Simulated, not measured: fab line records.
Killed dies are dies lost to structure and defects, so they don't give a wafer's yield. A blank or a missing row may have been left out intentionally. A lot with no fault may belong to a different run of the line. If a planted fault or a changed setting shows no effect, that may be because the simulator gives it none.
fab line records | flow gf180mcu
[record] lots = 24 wafers = 72 last_day = 34
route steps=602 shown V1@336 M2@363 V3@445
lots untouched by any fault: they come from a run of this same line in which no faults occurred
start_h: hours from the record's first day to the start of the lot's first wafer shown | wait_h: hours from the lot's prior step to this one | " identical to the entry in the row above | L1.1+2: several wafers, shown together as one row | - value missing, or start not given | * or withheld: withheld | < > ~ a bound
route shown NAME@n: NAME is a module with steps in the file, n the number in the route of the first one | usual: average and standard deviation across the fault-free wafers | same: alike in all rows | chamber/n: place in a boat | sites: the reading at each site | _std_site: the values' standard deviation | _edge_site: inner sites' mean taken away from outer sites' mean | radius_mm: how far each site lies from the wafer's centre | mask NAME#n: copy n | behind: the last tool/chamber to shape the wafer | hold: what put the lot on hold/how long, in hours/how the hold closed | device: whichever transistor did not switch (one of n, p or np) | end of line: tests run on the same wafers once the route is complete | a step with no rows: only its recipe | killed: dies that structure and defects cost at the first sort, which is not the same as the wafer's yield | map: a wafer's dies, x killed, . not, _ none there
set.NAME: the setting that was run; set.NAME@STEP: the one run at that earlier step | model.NAME: the simulator's own value behind a step, which no gauge read
steps of the route over a sample of lots; a table a step, a row a wafer
services: a tool's chamber out of use, with start hour (start_h, from the record's first day; less than 0 if before it), hours out, and reason
[[steps]]
[step GF_V1_THK_MEAS_01]
[recipe] reads = SiO2_of_V1_CVD_00
[usual] V1_CVD_00_THK = 598/6
// columns lot.wafer tool chamber start_h wait_h V1_CVD_00_THK[nm]
L074.3 film_metro-02 - 392.23 0.1 600
L074.5 " - " " 593
L074.6 " - " " 589
L075.2 film_metro-02 - 395.29 0.0 600
L075.3 " - " " 597
L075.5 " - " " 602
L076.4 film_metro-01 - 411.05 0.0 591
L076.5 " - " " 593
L076.6 " - " " 589
L077.3 film_metro-03 - 415.40 0.1 594
L077.5 " - " " 592
L077.6 " - " " 593
L078.1 film_metro-01 - 425.96 0.0 599
L078.5 " - " " 596
L078.6 " - " " 593
L079.2 film_metro-03 - 437.55 0.0 601
L079.3 " - " " 596
L079.4 " - " " 601
L080.1 film_metro-02 - 445.44 0.0 602
L080.2 " - " " 591
L080.3 " - " " 588
L081.2 film_metro-01 - 456.26 0.0 582
L081.4 " - " " 602
L081.6 " - " " 594
L082.3 film_metro-03 - 465.91 0.1 594
L082.4 " - " " 594
L082.5 " - " " 604
L083.1 film_metro-01 - 470.74 0.0 593
L083.4 " - " " 596
L083.6 " - " " 602
L084.1 film_metro-01 - 485.25 0.0 606
L084.2 " - " " 605
L084.4 " - " " 596
L085.2 film_metro-03 - 490.01 0.0 601
L085.3 " - " " 592
L085.5 " - " " 591
L086.1 film_metro-01 - 500.07 0.0 601
L086.2 " - " " 609
L086.6 " - " " 609
L087.1 film_metro-01 - 506.12 0.0 594
L087.3 " - " " 606
L087.4 " - " " 605
L088.2 film_metro-02 - 513.98 0.0 604
L088.3 " - " " 600
L088.5 " - " " 605
L089.3 film_metro-01 - 524.38 0.1 610
L089.4 " - " " 604
L089.6 " - " " 597
L090.3 film_metro-02 - 529.97 0.1 596
L090.4 " - " " 606
L090.5 " - " " 596
L091.2 film_metro-01 - 536.55 0.0 593
L091.3 " - " " 591
L091.6 " - " " 599
L092.2 film_metro-03 - 547.75 0.0 598
L092.3 " - " " 595
L092.5 " - " " 597
L093.1 film_metro-01 - 553.39 0.0 599
L093.5 " - " " 589
L093.6 " - " " 601
L094.1 film_metro-01 - 562.19 0.0 597
L094.3 " - " " 600
L094.5 " - " " 595
L095.1 film_metro-02 - 568.71 0.0 597
L095.4 " - " " 603
L095.5 " - " " 598
L096.1 film_metro-02 - 578.47 0.0 603
L096.3 " - " " 605
L096.5 " - " " 598
L097.3 film_metro-01 - 583.07 0.1 600
L097.5 " - " " 604
L097.6 " - " " 602
[step GF_V1_CMP_04]
[recipe] material = SiO2 down_force_psi = 4 platen_rpm = 60 pad_velocity_m_s = 0.94248
[usual] head_pressure_psi = 4.000/0.0088 motor_current_A = 12.1/0.92 time_to_endpoint_s = 79/4.7
// columns lot.wafer tool chamber start_h wait_h head_pressure_psi motor_current_A time_to_endpoint_s
L074.3 cmp-01 1 392.45 0.1 4.007 10.4 71
L074.6 " 0 " " 3.999 12.6 81
L074.5 " 1 " " 3.992 10.7 80
L075.3 cmp-02 3 395.46 0.0 3.999 12.5 79
L075.2 " 0 " " 3.997 13.8 82
L075.5 " 0 " " 3.996 13.4 83
L076.4 cmp-01 1 411.36 0.2 3.992 10.5 77
L076.5 " 2 " " 3.986 11.1 78
L076.6 " 3 " " 4.020 12.3 78
L077.3 cmp-01 3 415.56 0.0 3.998 12.6 78
L077.5 " 3 " " 3.998 12.7 80
L077.6 " 0 " " 4.007 12.5 82
L078.1 cmp-02 3 426.15 0.1 3.988 11.9 73
L078.6 " 3 " " 4.011 12.7 75
L078.5 " 0 " " 4.009 13.5 81
L079.3 cmp-02 0 437.73 0.0 3.996 13.5 82
L079.4 " 2 " " 4.006 13.1 82
L079.2 " 3 " " 3.995 12.0 69
L080.1 cmp-02 3 445.63 0.1 3.991 12.0 76
L080.2 " 0 " " 3.995 14.2 82
L080.3 " 2 " " 3.997 12.8 77
L081.4 cmp-02 3 456.49 0.1 3.996 12.7 79
L081.2 " 1 " " 3.986 11.1 77
L081.6 " 3 " " 3.997 12.2 79
L082.4 cmp-01 2 466.13 0.1 3.992 11.4 82
L082.3 " 3 " " 3.997 12.7 76
L082.5 " 2 " " 3.981 11.8 86
L083.1 cmp-02 1 471.21 0.3 3.995 11.5 78
L083.4 " 2 " " 4.005 13.1 87
L083.6 " 0 " " 4.005 12.8 78
L084.4 cmp-01 2 485.44 0.0 4.001 11.0 79
L084.1 " 3 " " 3.993 11.5 68
L084.2 " 0 " " 4.004 12.8 77
L085.2 cmp-01 2 490.19 0.0 3.983 11.4 80
L085.3 " 0 " " 4.028 12.5 81
L085.5 " 3 " " 4.007 12.1 82
L086.1 cmp-01 0 500.36 0.1 4.011 12.9 76
L086.2 " 1 " " 3.998 10.3 72
L086.6 " 3 " " 4.000 11.8 70
L087.1 cmp-02 0 506.31 0.1 4.009 13.5 72
L087.4 " 2 " " 4.013 12.6 75
L087.3 " 3 " " 3.983 12.2 69
L088.3 cmp-02 1 514.21 0.1 3.997 11.8 75
L088.2 " 3 " " 3.992 12.4 74
L088.5 " 0 " " 4.004 13.6 81
L089.4 cmp-01 1 524.60 0.1 4.000 10.8 84
L089.3 " 3 " " 3.985 11.9 71
L089.6 " 0 " " 3.999 13.1 86
L090.3 cmp-01 3 530.14 0.0 3.995 12.8 70
L090.4 " 0 " " 4.005 12.5 82
L090.5 " 3 " " 4.005 12.2 76
L091.3 cmp-01 1 536.78 0.1 3.997 10.5 85
L091.2 " 3 " " 4.009 12.1 80
L091.6 " 0 " " 3.992 12.9 85
L092.3 cmp-01 0 547.93 0.0 3.997 13.1 81
L092.2 " 1 " " 4.017 10.9 78
L092.5 " 0 " " 3.990 13.2 85
L093.1 cmp-01 2 553.63 0.1 4.005 12.1 79
L093.6 " 1 " " 3.993 10.5 86
L093.5 " 2 " " 4.002 12.4 84
L094.3 cmp-02 2 562.38 0.0 3.998 12.6 82
L094.1 " 3 " " 4.010 12.9 78
L094.5 " 3 " " 3.998 11.9 79
L095.1 cmp-01 3 568.90 0.1 4.003 12.7 77
L095.4 " 2 " " 3.998 11.1 92
L095.5 " 0 " " 4.021 12.3 88
L096.3 cmp-02 3 578.66 0.0 3.985 12.6 80
L096.1 " 0 " " 4.009 13.0 80
L096.5 " 3 " " 4.005 12.5 90
L097.3 cmp-01 2 583.39 0.2 4.002 12.0 78
L097.5 " 3 " " 3.997 12.2 81
L097.6 " 0 " " 4.003 11.8 81
[step GF_V1_CVD_23]
[recipe] material = W target_thk_nm = 350 time_s = 105.05 temp_c = 400 pressure_torr = 40
[usual] heater_power_w = 855/120
// columns lot.wafer tool chamber start_h wait_h heater_power_w
L074.3 cvd_w-02 1 416.41 0.1 893
L074.5 " 0 " " 1024
L074.6 " 1 " " 896
L075.2 cvd_w-02 1 420.19 0.0 884
L075.3 " 1 " " 882
L075.5 " 1 " " 886
L076.4 cvd_w-02 1 436.92 0.1 902
L076.5 " 1 " " 891
L076.6 " 0 " " 1009
L077.3 cvd_w-01 1 441.13 0.1 881
L077.5 " 0 " " 708
L077.6 " 1 " " 881
L078.1 cvd_w-01 1 452.05 0.0 884
L078.5 " 0 " " 701
L078.6 " 1 " " 876
L079.2 cvd_w-01 0 463.58 0.0 697
L079.3 " 0 " " 695
L079.4 " 1 " " 879
L080.1 cvd_w-01 1 471.18 0.0 878
L080.2 " 0 " " 689
L080.3 " 1 " " 872
L081.2 cvd_w-01 0 482.12 0.0 672
L081.4 " 0 " " 699
L081.6 " 0 " " 673
L082.3 cvd_w-01 1 491.71 0.1 855
L082.4 " 0 " " 665
L082.5 " 0 " " 699
L083.1 cvd_w-01 1 496.94 0.0 886
L083.4 " 1 " " 858
L083.6 " 1 " " 875
L084.1 cvd_w-02 0 510.76 0.0 1041
L084.2 " 1 " " 896
L084.4 " 0 " " 1027
L085.2 cvd_w-02 0 514.91 0.0 1042
L085.3 " 0 " " 1025
L085.5 " 1 " " 925
L086.1 cvd_w-02 1 524.98 0.0 888
L086.2 " 0 " " 1053
L086.6 " 1 " " 893
L087.1 cvd_w-02 1 531.35 0.0 915
L087.3 " 0 " " 1033
L087.4 " 1 " " 877
L088.2 cvd_w-01 0 538.43 0.0 687
L088.3 " 0 " " 694
L088.5 " 0 " " 658
L089.3 cvd_w-02 1 548.71 0.1 862
L089.4 " 0 " " 1033
L089.6 " 1 " " 901
L090.3 cvd_w-01 0 554.21 0.1 682
L090.4 " 1 " " 861
L090.5 " 0 " " 694
L091.2 cvd_w-01 0 561.23 0.0 688
L091.3 " 1 " " 882
L091.6 " 0 " " 710
L092.2 cvd_w-01 0 571.41 0.0 669
L092.3 " 1 " " 859
L092.5 " 0 " " 691
L093.1 cvd_w-01 1 577.25 0.0 853
L093.5 " 0 " " 684
L093.6 " 1 " " 868
L094.1 cvd_w-01 0 585.41 0.0 693
L094.3 " 0 " " 697
L094.5 " 1 " " 858
L095.1 cvd_w-01 1 591.96 0.0 873
L095.4 " 0 " " 700
L095.5 " 1 " " 881
L096.1 cvd_w-02 1 601.44 0.0 906
L096.3 " 1 " " 889
L096.5 " 1 " " 919
L097.3 cvd_w-01 1 605.19 0.1 902
L097.5 " 1 " " 896
L097.6 " 1 " " 892
[step GF_V1_RS_MEAS_24]
[recipe] thk_meas_gauge = four-point-probe reads = W_of_V1_CVD_23+TiN_of_V1_SPUTTER_22+Ti_of_V1_SPUTTER_21
[usual] V1_W_RS = 0.330/0.003
// columns lot.wafer tool chamber start_h wait_h V1_W_RS[ohm/sq]
L074.3 film_metro-02 - 416.52 0.1 0.327
L074.5 " - " " 0.335
L074.6 " - " " 0.329
L075.2 film_metro-01 - 420.32 0.1 0.327
L075.3 " - " " 0.330
L075.5 " - " " 0.328
L076.4 film_metro-02 - 437.06 0.1 0.328
L076.5 " - " " 0.326
L076.6 " - " " 0.329
L077.3 film_metro-03 - 441.25 0.1 0.327
L077.5 " - " " 0.329
L077.6 " - " " 0.327
L078.1 film_metro-03 - 452.16 0.1 0.325
L078.5 " - " " 0.332
L078.6 " - " " 0.324
L079.2 film_metro-01 - 463.71 0.1 0.330
L079.3 " - " " 0.332
L079.4 " - " " 0.324
L080.1 film_metro-01 - 471.30 0.1 0.330
L080.2 " - " " 0.329
L080.3 " - " " 0.331
L081.2 film_metro-02 - 482.25 0.1 0.329
L081.4 " - " " 0.332
L081.6 " - " " 0.334
L082.3 film_metro-03 - 491.83 0.1 0.336
L082.4 " - " " 0.334
L082.5 " - " " 0.331
L083.1 film_metro-03 - 497.05 0.1 0.334
L083.4 " - " " 0.333
L083.6 " - " " 0.331
L084.1 film_metro-01 - 510.87 0.1 0.326
L084.2 " - " " 0.328
L084.4 " - " " 0.328
L085.2 film_metro-01 - 515.04 0.1 0.335
L085.3 " - " " 0.332
L085.5 " - " " 0.331
L086.1 film_metro-01 - 525.09 0.1 0.327
L086.2 " - " " 0.335
L086.6 " - " " 0.328
L087.1 film_metro-02 - 531.46 0.1 0.332
L087.3 " - " " 0.332
L087.4 " - " " 0.333
L088.2 film_metro-02 - 538.57 0.1 0.330
L088.3 " - " " 0.331
L088.5 " - " " 0.332
L089.3 film_metro-01 - 548.82 0.1 0.330
L089.4 " - " " 0.332
L089.6 " - " " 0.329
L090.3 film_metro-01 - 554.32 0.1 0.327
L090.4 " - " " 0.327
L090.5 " - " " 0.326
L091.2 film_metro-01 - 561.36 0.1 0.332
L091.3 " - " " 0.328
L091.6 " - " " 0.331
L092.2 film_metro-02 - 571.54 0.1 0.331
L092.3 " - " " 0.330
L092.5 " - " " 0.328
L093.1 film_metro-03 - 577.36 0.1 0.331
L093.5 " - " " 0.331
L093.6 " - " " 0.329
L094.1 film_metro-01 - 585.53 0.1 0.330
L094.3 " - " " 0.329
L094.5 " - " " 0.324
L095.1 film_metro-01 - 592.08 0.1 0.332
L095.4 " - " " 0.332
L095.5 " - " " 0.329
L096.1 film_metro-03 - 601.55 0.1 0.324
L096.3 " - " " 0.326
L096.5 " - " " 0.325
L097.3 film_metro-01 - 605.38 0.2 0.328
L097.5 " - " " 0.329
L097.6 " - " " 0.328
[step GF_M2_SPUTTER_01]
[recipe] material = TiN target_thk_nm = 30 power_w = 6500 time_s = 25 chamber_pressure_pa = 0.4
[usual] cathode_dc_power_W = 6500.0/1.2 throttle_valve_pct = 30.2/1.2
// columns lot.wafer tool chamber start_h wait_h cathode_dc_power_W throttle_valve_pct
L074.3 pvd_sputter-03 - 417.06 0.1 6498.7 32.7
L074.5 " - " " 6499.7 29.1
L074.6 " - " " 6499.8 30.6
L075.2 pvd_sputter-03 - 420.88 0.1 6498.1 28.7
L075.3 " - " " 6499.0 32.3
L075.5 " - " " 6501.0 30.5
L076.4 pvd_sputter-02 - 437.58 0.1 6498.9 29.7
L076.5 " - " " 6499.0 31.0
L076.6 " - " " 6500.1 30.3
L077.3 pvd_sputter-03 - 441.79 0.1 6499.6 28.8
L077.5 " - " " 6501.8 30.6
L077.6 " - " " 6500.1 28.9
L078.1 pvd_sputter-03 - 453.23 0.1 6500.0 32.8
L078.5 " - " " 6500.6 30.5
L078.6 " - " " 6501.3 32.3
L079.2 pvd_sputter-02 - 464.41 0.1 6499.4 30.6
L079.3 " - " " 6499.9 30.0
L079.4 " - " " 6502.0 31.1
L080.1 pvd_sputter-03 - 471.88 0.1 6499.6 28.8
L080.2 " - " " 6501.7 28.8
L080.3 " - " " 6499.9 32.8
L081.2 pvd_sputter-04 - 482.81 0.1 6498.3 31.3
L081.4 " - " " 6500.1 29.3
L081.6 " - " " 6501.3 31.4
L082.3 pvd_sputter-04 - 492.37 0.1 6498.9 29.4
L082.4 " - " " 6500.6 28.3
L082.5 " - " " 6498.3 31.4
L083.1 pvd_sputter-03 - 497.63 0.1 6498.8 32.7
L083.4 " - " " 6500.7 30.4
L083.6 " - " " 6501.1 29.0
L084.1 pvd_sputter-04 - 511.45 0.1 6499.1 29.4
L084.2 " - " " 6500.2 29.5
L084.4 " - " " 6498.7 31.1
L085.2 pvd_sputter-02 - 515.60 0.1 6499.3 31.2
L085.3 " - " " 6498.5 30.0
L085.5 " - " " 6501.7 29.7
L086.1 pvd_sputter-04 - 525.67 0.1 6501.6 28.4
L086.2 " - " " 6501.5 29.4
L086.6 " - " " 6501.3 31.1
L087.1 pvd_sputter-04 - 532.04 0.1 6499.6 31.4
L087.3 " - " " 6498.7 29.6
L087.4 " - " " 6499.6 28.3
L088.2 pvd_sputter-03 - 539.13 0.1 6500.0 32.5
L088.3 " - " " 6500.3 30.5
L088.5 " - " " 6499.8 30.3
L089.3 pvd_sputter-02 - 549.36 0.1 6500.0 30.0
L089.4 " - " " 6499.5 31.1
L089.6 " - " " 6496.6 30.1
L090.3 pvd_sputter-03 - 554.86 0.1 6499.1 28.6
L090.4 " - " " 6497.9 29.1
L090.5 " - " " 6500.0 32.6
L091.2 pvd_sputter-02 - 561.94 0.1 6501.1 31.1
L091.3 " - " " 6500.9 30.2
L091.6 " - " " 6500.3 30.9
L092.2 pvd_sputter-02 - 572.10 0.1 6501.8 31.3
L092.3 " - " " 6500.0 29.7
L092.5 " - " " 6500.6 30.5
L093.1 pvd_sputter-04 - 577.94 0.1 6499.8 29.2
L093.5 " - " " 6500.9 29.7
L093.6 " - " " 6500.3 28.2
L094.1 pvd_sputter-03 - 586.11 0.1 6500.4 30.4
L094.3 " - " " 6500.9 32.5
L094.5 " - " " 6500.5 30.5
L095.1 pvd_sputter-03 - 592.66 0.1 6499.6 30.7
L095.4 " - " " 6501.3 28.9
L095.5 " - " " 6498.7 28.8
L096.1 pvd_sputter-02 - 602.13 0.1 6499.0 30.4
L096.3 " - " " 6499.7 31.3
L096.5 " - " " 6502.2 30.4
L097.3 pvd_sputter-03 - 605.92 0.1 6500.6 32.5
L097.5 " - " " 6499.0 28.8
L097.6 " - " " 6498.3 32.7
[step GF_V3_ETCH_16]
[recipe] chemistry = N2/H2 target_depth_a = withheld overetch_a = withheld time_s = withheld target = BARC ion_energy_ev = 200 source_w = 500 bias_w = 100 pressure_mtorr = 30 n2_flow_sccm = 100 h2_flow_sccm = 200
[usual] drypump_motor_current_A = 5.7/0.38 oes_product_au = 0.856/0.0043 throttle_valve_pct = 13.225/0.0091
// columns lot.wafer tool chamber start_h wait_h drypump_motor_current_A oes_product_au throttle_valve_pct
L074.3 rie_diel-04 3 517.97 0.0 5.6 0.856 13.226
L074.5 " 2 " " 5.9 0.857 13.223
L074.6 " 3 " " 5.6 0.853 13.221
L075.2 rie_diel-03 3 522.06 0.0 6.6 0.854 13.217
L075.3 " 0 " " 5.9 0.852 13.212
L075.5 " 0 " " 6.0 0.856 13.221
L076.4 rie_diel-01 3 538.56 0.0 5.4 0.860 13.226
L076.5 " 1 " " 6.1 0.854 13.228
L076.6 " 2 " " 5.0 0.860 13.219
L077.3 rie_diel-04 2 542.21 0.0 5.9 0.858 13.235
L077.5 " 1 " " 5.8 0.861 13.215
L077.6 " 2 " " 5.9 0.858 13.239
L078.1 rie_diel-01 3 551.06 0.0 5.4 0.853 13.218
L078.5 " 1 " " 6.1 0.853 13.215
L078.6 " 2 " " 5.1 0.858 13.209
L079.2 rie_diel-01 3 562.41 0.0 5.4 0.852 13.216
L079.3 " 1 " " 6.1 0.852 13.217
L079.4 " 0 " " 5.8 0.860 13.209
L080.1 rie_diel-04 3 570.25 0.0 5.6 0.863 13.230
L080.2 " 2 " " 5.9 0.851 13.234
L080.3 " 0 " " 5.5 0.864 13.216
L081.2 rie_diel-03 3 580.90 0.0 6.6 0.856 13.212
L081.4 " 0 " " 5.9 0.854 13.213
L081.6 " 0 " " 5.9 0.858 13.230
L082.3 rie_diel-04 1 586.15 0.0 5.8 0.851 13.211
L082.4 " 2 " " 5.9 0.855 13.223
L082.5 " 2 " " 5.9 0.856 13.221
L083.1 rie_diel-04 0 592.69 0.0 5.6 0.854 13.217
L083.4 " 1 " " 5.8 0.857 13.220
L083.6 " 0 " " 5.6 0.853 13.218
L084.1 rie_diel-01 3 603.82 0.0 5.3 0.856 13.224
L084.2 " 1 " " 6.1 0.851 13.220
L084.4 " 0 " " 5.8 0.855 13.230
L085.2 rie_diel-01 3 608.47 0.0 5.4 0.859 13.222
L085.3 " 2 " " 5.1 0.858 13.243
L085.5 " 2 " " 5.1 0.855 13.234
L086.1 rie_diel-01 2 617.72 0.0 5.1 0.847 13.237
L086.2 " 1 " " 6.1 0.859 13.222
L086.6 " 2 " " 5.1 0.855 13.215
L087.1 rie_diel-01 1 624.12 0.0 6.1 0.852 13.240
L087.3 " 0 " " 5.8 0.856 13.215
L087.4 " 0 " " 5.8 0.853 13.235
L088.2 rie_diel-04 1 630.57 0.0 5.8 0.856 13.232
L088.3 " 2 " " 5.9 0.853 13.230
L088.5 " 3 " " 5.5 0.865 13.227
L089.3 rie_diel-04 3 640.45 0.0 5.6 0.853 13.225
L089.4 " 0 " " 5.5 0.851 13.225
L089.6 " 2 " " 5.9 0.859 13.245
L090.3 rie_diel-03 0 644.42 0.0 5.9 0.859 13.224
L090.4 " 2 " " 5.5 0.856 13.223
L090.5 " 3 " " 6.6 0.847 13.220
L091.2 rie_diel-01 2 650.42 0.0 5.1 0.858 13.229
L091.3 " 3 " " 5.4 0.858 13.245
L091.6 " 2 " " 5.1 0.847 13.221
L092.2 rie_diel-04 3 660.40 0.0 5.6 0.853 13.227
L092.3 " 1 " " 5.8 0.859 13.222
L092.5 " 2 " " 5.9 0.852 13.220
L093.1 rie_diel-03 3 664.80 0.0 6.6 0.854 13.241
L093.5 " 2 " " 5.5 0.854 13.216
L093.6 " 1 " " 6.3 0.851 13.234
L094.1 rie_diel-04 1 672.22 0.0 5.8 0.855 13.235
L094.3 " 1 " " 5.8 0.860 13.231
L094.5 " 3 " " 5.6 0.848 13.220
L095.1 rie_diel-01 3 678.72 0.0 5.4 0.856 13.223
L095.4 " 2 " " 5.1 0.856 13.231
L095.5 " 1 " " 6.1 0.854 13.224
L096.1 rie_diel-03 1 687.37 0.0 6.2 0.860 13.226
L096.3 " 2 " " 5.5 0.853 13.211
L096.5 " 3 " " 6.6 0.868 13.227
L097.3 rie_diel-04 1 691.42 0.0 5.8 0.857 13.221
L097.5 " 2 " " 5.9 0.854 13.237
L097.6 " 3 " " 5.6 0.855 13.220
[[services]]
// columns tool chamber start_h hours kind
pvd_sputter-03 - 382.63 9.5 repair
cmp-01 - 395.77 0.5 repair
cmp-02 - 404.23 4.0 pm
cmp-02 - 412.88 5.5 pm
rie_diel-04 - 415.13 1.0 repair
cmp-01 - 451.21 1.6 repair
cmp-02 - 452.13 1.8 repair
cmp-01 - 458.10 6.6 pm
cmp-02 - 481.14 2.1 repair
cmp-01 - 504.83 0.3 repair
cvd_w-01 - 510.87 1.2 repair
pvd_sputter-03 - 517.52 0.5 repair
pvd_sputter-03 - 518.79 0.5 repair
pvd_sputter-03 - 524.00 1.7 repair
pvd_sputter-03 - 535.88 3.1 repair
cvd_w-01 - 556.97 1.2 repair
cmp-01 - 572.00 4.0 pm
cmp-01 - 591.56 1.3 repair
cvd_w-01 0 602.49 3.1 repair
cmp-01 - 618.59 0.9 repair
cmp-01 - 622.79 0.5 repair
cvd_w-01 1 656.23 2.4 repair
cvd_w-01 - 661.78 9.1 repair
pvd_sputter-03 - 662.12 2.0 repair
[[key]]
fault none
